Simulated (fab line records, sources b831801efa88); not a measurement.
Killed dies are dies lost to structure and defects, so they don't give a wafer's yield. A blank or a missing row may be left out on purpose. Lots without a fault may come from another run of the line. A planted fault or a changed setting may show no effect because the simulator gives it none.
One fault seen from 2 desks | flow sky130 | each desk has only its own numbers; what lay behind them comes last

THE TOOL OWNER'S DESK: rie_diel-04
The tool's own readings at SKY_CONTACT_ETCH_16 (etches BARC in N2/H2, stops on SiO2, time 45.9 s, target depth 60 nm): means of the sampled wafers that have a number, for each lot that ran on this tool. A lot is out of limits, marked OUT, if its mean lies more than 4 standard deviations from the usual mean; the brackets give that distance.
Columns: A = bias_w at SKY_CONTACT_ETCH_16, usual 100.00 W; B = chamber_pressure_mTorr at SKY_CONTACT_ETCH_16, usual 29.997 mTorr; C = drypump_motor_current_A at SKY_CONTACT_ETCH_16, usual 5.7 A; D = oes_product_au at SKY_CONTACT_ETCH_16, usual 0.855 a.u.; E = throttle_valve_pct at SKY_CONTACT_ETCH_16, usual 13.225 %
lot  | first seen here | A      | B      | C   | D     | E
L700 | day 32 12:11    | 100.12 | 29.959 | 5.4 | 0.855 | 13.225
L701 | day 32 18:10    | 100.02 | 30.002 | 5.9 | 0.861 | 13.219
L703 | day 33 14:49    | 99.94  | 30.001 | 5.6 | 0.855 | 13.229
L711 | day 35 13:41    | 100.08 | 30.011 | 5.7 | 0.853 | 13.224
L712 | day 36 06:35    | 99.77  | 29.980 | 5.8 | 0.861 | 13.218
This desk's finding: nothing out of limits on any of the 5 lots.

THE METROLOGY DESK
What the gauges read, lot by lot, whatever tool the lot ran on: means of the sampled wafers that have a number. A lot is out of limits, marked OUT, if its mean lies more than 4 standard deviations from the usual mean; the brackets give that distance.
Columns: A = PWDE_TW at SKY_PWDE_TW_MEAS_10, usual 373.4; B = VT_ADJUST_HVTP_TW at SKY_VT_ADJUST_HVTP_TW_MEAS_11, usual 1352; C = VT_ADJUST_LVTN_OVL at SKY_VT_ADJUST_LVTN_OVL_MEAS_07, usual -0.6 nm
lot  | first seen here | A     | B    | C
L698 | day 3 23:03     | 376.2 | 1351 | 1.3
L699 | day 4 05:31     | 369.0 | 1362 | -0.2
L700 | day 4 09:12     | 372.0 | 1356 | -2.2
L701 | day 4 16:18     | 374.1 | 1344 | -0.7
L702 | day 4 21:23     | 370.8 | 1351 | -1.5
L703 | day 5 02:29     | 374.8 | 1352 | -0.6
L711 | day 6 19:02     | 375.0 | 1348 | -2.0
L712 | day 7 01:14     | 371.9 | 1357 | -0.9
L716 | day 8 01:53     | 370.1 | 1371 | 0.7
L718 | day 8 11:27     | 376.4 | 1356 | -1.3
L719 | day 8 18:18     | 372.7 | 1351 | -0.9
L721 | day 9 07:37     | 374.9 | 1347 | -1.1
This desk's finding: nothing out of limits on any of the 12 lots.

PUT TOGETHER
The tool owner's desk saw nothing out of limits.
The metrology desk saw nothing out of limits.

WHAT THE SIMULATOR HAD PUT IN
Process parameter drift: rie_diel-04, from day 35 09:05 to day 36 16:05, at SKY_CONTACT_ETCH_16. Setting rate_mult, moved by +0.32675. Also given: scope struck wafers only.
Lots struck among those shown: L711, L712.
